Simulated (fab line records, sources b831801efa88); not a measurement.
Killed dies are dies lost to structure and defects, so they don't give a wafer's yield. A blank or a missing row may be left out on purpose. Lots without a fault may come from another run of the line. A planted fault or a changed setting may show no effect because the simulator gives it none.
Which tool did it? | flow gf180mcu | 14 lots, 40 wafers sampled, at 4 steps of a route of 602

WHAT THE GAUGES READ, wafer by wafer
GF_V2_CD_MEAS_14: target cd 260 nm. Usual: cd_nm 260.2 nm, standard deviation 1.1.
lot  | measured     | on        | cd_nm (nm)        | flag
L373 | day 20 03:02 | cd_sem-02 | 261.8 261.1 262.2 |
L374 | day 21 00:16 | cd_sem-02 | 260.1 260.1 259.0 |
L375 | day 21 03:06 | cd_sem-02 | 259.3 259.4 259.8 |
L378 | day 22 10:04 | cd_sem-02 | 260.6 260.5 260.6 |
L379 | day 23 03:31 | cd_sem-01 | 261.2 261.9 261.8 |
L380 | day 23 09:40 | cd_sem-02 | 259.3 260.5 259.2 |
L381 | day 24 07:17 | cd_sem-02 | 260.9 262.1 261.0 |
L383 | day 24 08:53 | cd_sem-01 | 260.5 260.3 261.7 |
L382 | day 24 15:56 | cd_sem-01 | 258.5 258.5 259.4 |
L385 | day 25 05:28 | cd_sem-02 | 260.6             |
L388 | day 26 05:52 | cd_sem-01 | 258.0 260.1 258.5 |
L393 | day 27 16:50 | cd_sem-01 | 260.7 260.1 260.6 |
L394 | day 27 19:25 | cd_sem-01 | 260.9 261.4 261.9 |
L395 | day 28 04:31 | cd_sem-01 | 261.2 260.7 260.9 |

GF_M3_RS_MEAS_05: measures by four-point-probe. Usual: M3_ALCU_RS 0.0696 ohm/sq, standard deviation 0.0011.
lot  | measured     | on            | M3_ALCU_RS (ohm/sq)  | flag
L373 | day 20 04:47 | film_metro-01 | 0.0688 0.0678 0.0688 |
L374 | day 21 02:01 | film_metro-01 | 0.0713 0.0715 0.0708 |
L375 | day 21 04:52 | film_metro-04 | 0.0709 0.0715 0.0713 |
L378 | day 22 11:48 | film_metro-04 | 0.0698 0.0704 0.0706 |
L379 | day 23 05:16 | film_metro-01 | 0.0676 0.0680 0.0682 |
L380 | day 23 11:24 | film_metro-03 | 0.0713 0.0712 0.0713 |
L381 | day 24 09:02 | film_metro-03 | 0.0701 0.0704 0.0700 |
L383 | day 24 10:39 | film_metro-03 | 0.0692 0.0689 0.0689 |
L382 | day 24 17:45 | film_metro-03 | 0.0714 0.0711 0.0705 |
L385 | day 25 07:12 | film_metro-04 | 0.0690               |
L388 | day 26 07:35 | film_metro-04 | 0.0696 0.0696 0.0700 |
L393 | day 27 18:34 | film_metro-04 | 0.0711 0.0702 0.0713 |
L394 | day 27 21:10 | film_metro-01 | 0.0687 0.0694 0.0685 |
L395 | day 28 06:14 | film_metro-04 | 0.0698 0.0696 0.0689 |

WHICH TOOL RAN EACH LOT (tool, then ch and the chambers of the sampled wafers, then the start)
lot  | GF_V2_CVD_23                  | GF_M3_SPUTTER_03
L373 | cvd_w-01 ch 0, day 20 03:56   | pvd_sputter-03, day 20 04:42
L374 | cvd_w-02 ch 0,1, day 21 01:12 | pvd_sputter-04, day 21 01:57
L375 | cvd_w-02 ch 0,1, day 21 04:02 | pvd_sputter-04, day 21 04:44
L378 | cvd_w-01 ch 0,1, day 22 10:59 | pvd_sputter-02, day 22 11:42
L379 | cvd_w-02 ch 0,1, day 23 04:26 | pvd_sputter-03, day 23 05:11
L380 | cvd_w-01 ch 0,1, day 23 10:35 | pvd_sputter-04, day 23 11:17
L381 | cvd_w-01 ch 0,1, day 24 08:12 | pvd_sputter-02, day 24 08:57
L383 | cvd_w-01 ch 0,1, day 24 09:49 | pvd_sputter-03, day 24 10:32
L382 | cvd_w-02 ch 0,1, day 24 16:55 | pvd_sputter-02, day 24 17:40
L385 | cvd_w-01 ch 1, day 25 06:22   | pvd_sputter-02, day 25 07:03
L388 | cvd_w-01 ch 0,1, day 26 06:46 | pvd_sputter-02, day 26 07:31
L393 | cvd_w-02 ch 0,1, day 27 17:44 | pvd_sputter-04, day 27 18:29
L394 | cvd_w-02 ch 0,1, day 27 20:19 | pvd_sputter-03, day 27 21:05
L395 | cvd_w-02 ch 0,1, day 28 05:26 | pvd_sputter-02, day 28 06:08
- GF_V2_CVD_23: deposits W, target thk 350 nm, time 104.94 s.
- GF_M3_SPUTTER_03: material Ti, target thk 10 nm, time 6.7 s.

WHAT THE TOOLS THEMSELVES READ (means of the sampled wafers that have a number; where no wafer has one, the mark that the record gives instead)
GF_V2_CVD_23. Usual: chamber_pressure_Torr 40.01 Torr, standard deviation 0.075; heater_power_w 890 W, standard deviation 82.
lot  | tool     | chamber_pressure_Torr (Torr) | heater_power_w (W) | flag
L373 | cvd_w-01 | 40.12                        | 798                |
L374 | cvd_w-02 | 40.09                        | 978                |
L375 | cvd_w-02 | 40.03                        | 992                |
L378 | cvd_w-01 | 40.07                        | 823                |
L379 | cvd_w-02 | 40.01                        | 989                |
L380 | cvd_w-01 | 40.04                        | 843                |
L381 | cvd_w-01 | 39.93                        | 828                |
L383 | cvd_w-01 | 39.97                        | 814                |
L382 | cvd_w-02 | 40.04                        | 949                |
L385 | cvd_w-01 | 37.49                        | 843                | OFF
L388 | cvd_w-01 | 37.44                        | 830                | OFF
L393 | cvd_w-02 | 39.88                        | 960                |
L394 | cvd_w-02 | 40.06                        | 941                |
L395 | cvd_w-02 | 40.03                        | 956                |

GF_M3_SPUTTER_03. Usual: throttle_valve_pct 30.3 %, standard deviation 1.3.
lot  | tool           | throttle_valve_pct (%) | flag
L373 | pvd_sputter-03 | 29.9                   |
L374 | pvd_sputter-04 | 30.4                   |
L375 | pvd_sputter-04 | 30.6                   |
L378 | pvd_sputter-02 | 31.1                   |
L379 | pvd_sputter-03 | 30.6                   |
L380 | pvd_sputter-04 | 30.7                   |
L381 | pvd_sputter-02 | 29.3                   |
L383 | pvd_sputter-03 | 30.1                   |
L382 | pvd_sputter-02 | 30.1                   |
L385 | pvd_sputter-02 | 27.3                   |
L388 | pvd_sputter-02 | 30.1                   |
L393 | pvd_sputter-04 | 31.3                   |
L394 | pvd_sputter-03 | 30.3                   |
L395 | pvd_sputter-02 | 31.0                   |

THE ANSWER, worked out from the rows above alone
Rule: a lot is off if the mean of its wafers that have a number lies more than 3 standard deviations from the usual mean. A lot without any number at a reading at which 4 lots or more have one is off too. The other lots that the step has rows for count as sound. The gauges are gone through in route order, then the tools' own readings, and for those a lot's mean is taken as printed above. The first step at which some lot is off is used, and at that step the reading that is off furthest; a lot without a number counts as furthest.
Off: L385, L388, at GF_V2_CVD_23 (chamber_pressure_Torr).
A tool fits if, at that step or a process step before it, it ran every lot that is off, and no sound lot after the first of them. One fits: cvd_w-01 at GF_V2_CVD_23. Its last sound lot is L383 (day 24 09:49), its first lot that is off L385 (day 25 06:22): a fault that began between those two fits.
The tool's own readings at GF_V2_CVD_23 bear it out: on the lots that are off they differ by more than 5 times the standard deviation of the sound lots' means. chamber_pressure_Torr reads 37.47 Torr there against 40.02 Torr on the sound lots.

WHAT THE SIMULATOR HAD PUT IN
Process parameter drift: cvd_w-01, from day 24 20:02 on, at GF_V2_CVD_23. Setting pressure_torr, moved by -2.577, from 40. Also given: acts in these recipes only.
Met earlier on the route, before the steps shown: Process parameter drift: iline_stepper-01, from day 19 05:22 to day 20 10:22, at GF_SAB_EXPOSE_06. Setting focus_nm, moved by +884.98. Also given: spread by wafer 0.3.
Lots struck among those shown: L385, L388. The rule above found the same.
